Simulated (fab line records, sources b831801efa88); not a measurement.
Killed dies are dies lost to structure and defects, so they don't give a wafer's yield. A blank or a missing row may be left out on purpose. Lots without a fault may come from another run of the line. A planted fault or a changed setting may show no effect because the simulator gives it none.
Which tool did it? | flow sky130 | 10 lots, 30 wafers sampled, at 6 steps of a route of 708

WHAT THE GAUGES READ, wafer by wafer
SKY_VIA2_THK_MEAS_01.
lot  | measured     | on            | VIA2_HDPCVD_THK (nm)
L198 | day 35 17:20 | film_metro-03 | 1167 1180 1166
L199 | day 36 03:26 | film_metro-04 | 1201 1194 1184
L201 | day 36 11:36 | film_metro-04 | 1182 1169 1176
L200 | day 36 14:40 | film_metro-04 | 1179 1199 1181
L212 | day 39 16:42 | film_metro-02 | 1162 1180 1158
L213 | day 39 21:52 | film_metro-03 | 1165 1203 1189
L214 | day 40 04:18 | film_metro-02 | 1192 1173 1186
L217 | day 41 01:56 | film_metro-02 | 1188 1153 1177
L218 | day 41 08:01 | film_metro-03 | 1180 1172 1185
L220 | day 41 22:50 | film_metro-03 | 1166 1165 1161

SKY_VIA3_RS_MEAS_22: measures by four-point-probe.
lot  | measured     | on            | VIA3_W_RS (ohm/sq)
L198 | day 40 06:46 | film_metro-01 | 0.294 0.294 0.292
L199 | day 40 15:08 | film_metro-02 | 0.297 0.298 0.294
L201 | day 40 21:26 | film_metro-01 | 0.222 0.296 0.295
L200 | day 41 02:19 | film_metro-01 | 0.221 0.293 0.294
L212 | day 43 22:55 | film_metro-02 | 0.287 0.300 0.291
L213 | day 44 03:28 | film_metro-04 | 0.295 0.292 0.294
L214 | day 44 10:02 | film_metro-01 | 0.291 0.299 0.303
L217 | day 45 05:01 | film_metro-01 | 0.297 0.296 0.290
L218 | day 45 10:03 | film_metro-01 | 0.291 0.308 0.302
L220 | day 45 22:53 | film_metro-01 | 0.294 0.296 0.296

SKY_VIA3_THK_MEAS_23: measures by xrf.
lot  | measured     | on            | VIA3_W_THK (nm)
L198 | day 40 06:53 | film_metro-01 | 407 408 410
L199 | day 40 15:14 | film_metro-02 | 414 416 419
L201 | day 40 21:32 | film_metro-01 | 556 407 408
L200 | day 41 02:26 | film_metro-01 | 559 413 413
L212 | day 43 23:02 | film_metro-02 | 428 410 423
L213 | day 44 03:35 | film_metro-04 | 404 408 405
L214 | day 44 10:10 | film_metro-01 | 415 404 396
L217 | day 45 05:07 | film_metro-01 | 407 413 418
L218 | day 45 10:10 | film_metro-01 | 421 398 403
L220 | day 45 23:00 | film_metro-01 | 414 412 415

WHICH TOOL RAN EACH LOT (tool, then ch and the chambers of the sampled wafers, then the start)
lot  | SKY_VIA1_CMP_02               | SKY_METAL2_SPUTTER_03        | SKY_VIA3_CVD_21
L198 | cmp-02 ch 0,2, day 33 10:04   | pvd_sputter-04, day 34 14:05 | cvd_w-01 ch 0,1, day 40 06:38
L199 | cmp-01 ch 0,2, day 33 19:53   | pvd_sputter-01, day 35 00:13 | cvd_w-01 ch 0,1, day 40 14:59
L201 | cmp-02 ch 0,1,2, day 34 03:16 | pvd_sputter-01, day 35 07:31 | cvd_w-01 ch 0,1, day 40 21:17
L200 | cmp-01 ch 1,2, day 34 05:50   | pvd_sputter-03, day 35 10:52 | cvd_w-01 ch 0,1, day 41 02:10
L212 | cmp-01 ch 0,2,3, day 37 10:41 | pvd_sputter-01, day 38 14:44 | cvd_w-02 ch 0,1, day 43 22:47
L213 | cmp-02 ch 1,3, day 37 15:46   | pvd_sputter-01, day 38 19:13 | cvd_w-01 ch 0, day 44 03:19
L214 | cmp-01 ch 1,2,3, day 37 22:55 | pvd_sputter-04, day 39 02:00 | cvd_w-02 ch 0,1, day 44 09:55
L217 | cmp-01 ch 1,2, day 38 20:05   | pvd_sputter-01, day 39 23:41 | cvd_w-01 ch 0,1, day 45 04:54
L218 | cmp-02 ch 0,1,2, day 39 03:37 | pvd_sputter-04, day 40 06:52 | cvd_w-02 ch 0,1, day 45 09:56
L220 | cmp-01 ch 1,2,3, day 39 18:49 | pvd_sputter-01, day 40 20:56 | cvd_w-01 ch 0,1, day 45 22:39
- SKY_VIA1_CMP_02: polishes SiO2.
- SKY_METAL2_SPUTTER_03: material Ti, target thk 5 nm, time 3.3 s.
- SKY_VIA3_CVD_21: deposits W, target thk 390 nm, time 117.31 s.

WHAT THE TOOLS THEMSELVES READ (means of the sampled wafers that have a number; where no wafer has one, the mark that the record gives instead)
SKY_VIA1_CMP_02.
lot  | tool   | head_pressure_psi (psi) | motor_current_A (A) | retaining_ring_pressure_frac
L198 | cmp-02 | 3.995                   | 11.9                | 1.006
L199 | cmp-01 | 3.988                   | 12.8                | 1.003
L201 | cmp-02 | 3.990                   | 11.8                | 1.002
L200 | cmp-01 | 4.009                   | 12.5                | 0.998
L212 | cmp-01 | 4.007                   | 12.7                | 0.999
L213 | cmp-02 | 4.002                   | 10.7                | 1.002
L214 | cmp-01 | 4.003                   | 12.7                | 0.999
L217 | cmp-01 | 4.003                   | 12.8                | 0.995
L218 | cmp-02 | 4.013                   | 12.1                | 0.996
L220 | cmp-01 | 3.999                   | 13.4                | 1.000

SKY_METAL2_SPUTTER_03.
lot  | tool           | chamber_pressure_pa (Pa) | throttle_valve_pct (%)
L198 | pvd_sputter-04 | 0.4007                   | 30.5
L199 | pvd_sputter-01 | 0.4009                   | 29.7
L201 | pvd_sputter-01 | 0.4006                   | 29.7
L200 | pvd_sputter-03 | 0.4014                   | 30.3
L212 | pvd_sputter-01 | 0.4001                   | 29.3
L213 | pvd_sputter-01 | 0.4001                   | 29.6
L214 | pvd_sputter-04 | 0.4010                   | 29.8
L217 | pvd_sputter-01 | 0.4000                   | 28.8
L218 | pvd_sputter-04 | 0.3995                   | 29.6
L220 | pvd_sputter-01 | 0.3996                   | 29.3

SKY_VIA3_CVD_21.
lot  | tool     | heater_power_w (W)
L198 | cvd_w-01 | 863
L199 | cvd_w-01 | 960
L201 | cvd_w-01 | 964
L200 | cvd_w-01 | 875
L212 | cvd_w-02 | 940
L213 | cvd_w-01 | 1038
L214 | cvd_w-02 | 918
L217 | cvd_w-01 | 953
L218 | cvd_w-02 | 905
L220 | cvd_w-01 | 948

THE ANSWER, worked out from the rows above alone
Rule: what is usual is taken from the lots themselves. Put in order of their means at a reading, lots are off if they are a third of the lots or fewer, leave a main group of 4 or more, and stand apart from it by a gap of 3 or more times the standard deviation of the main group's means; of several such gaps the widest counts. A main group whose means are all the same, to the digits that the tables above print for the reading, isn't used. A lot without any number at a reading at which 4 lots or more have one is off too. The other lots that the step has rows for count as sound. The gauges are gone through in route order, then the tools' own readings, and for those a lot's mean is taken as printed above. The first step at which some lot is off is used, and at that step the reading that is off furthest; a lot without a number counts as furthest.
Off: L201, L200, at SKY_VIA3_RS_MEAS_22 (VIA3_W_RS). The main group: mean 0.295 ohm/sq, standard deviation 0.0024.
A tool fits if, at a process step before that reading, it ran every lot that is off, and no sound lot after the first of them. The gauges at SKY_VIA3_RS_MEAS_22 are tried like those tools. None of those tried fits.

WHAT THE SIMULATOR HAD PUT IN
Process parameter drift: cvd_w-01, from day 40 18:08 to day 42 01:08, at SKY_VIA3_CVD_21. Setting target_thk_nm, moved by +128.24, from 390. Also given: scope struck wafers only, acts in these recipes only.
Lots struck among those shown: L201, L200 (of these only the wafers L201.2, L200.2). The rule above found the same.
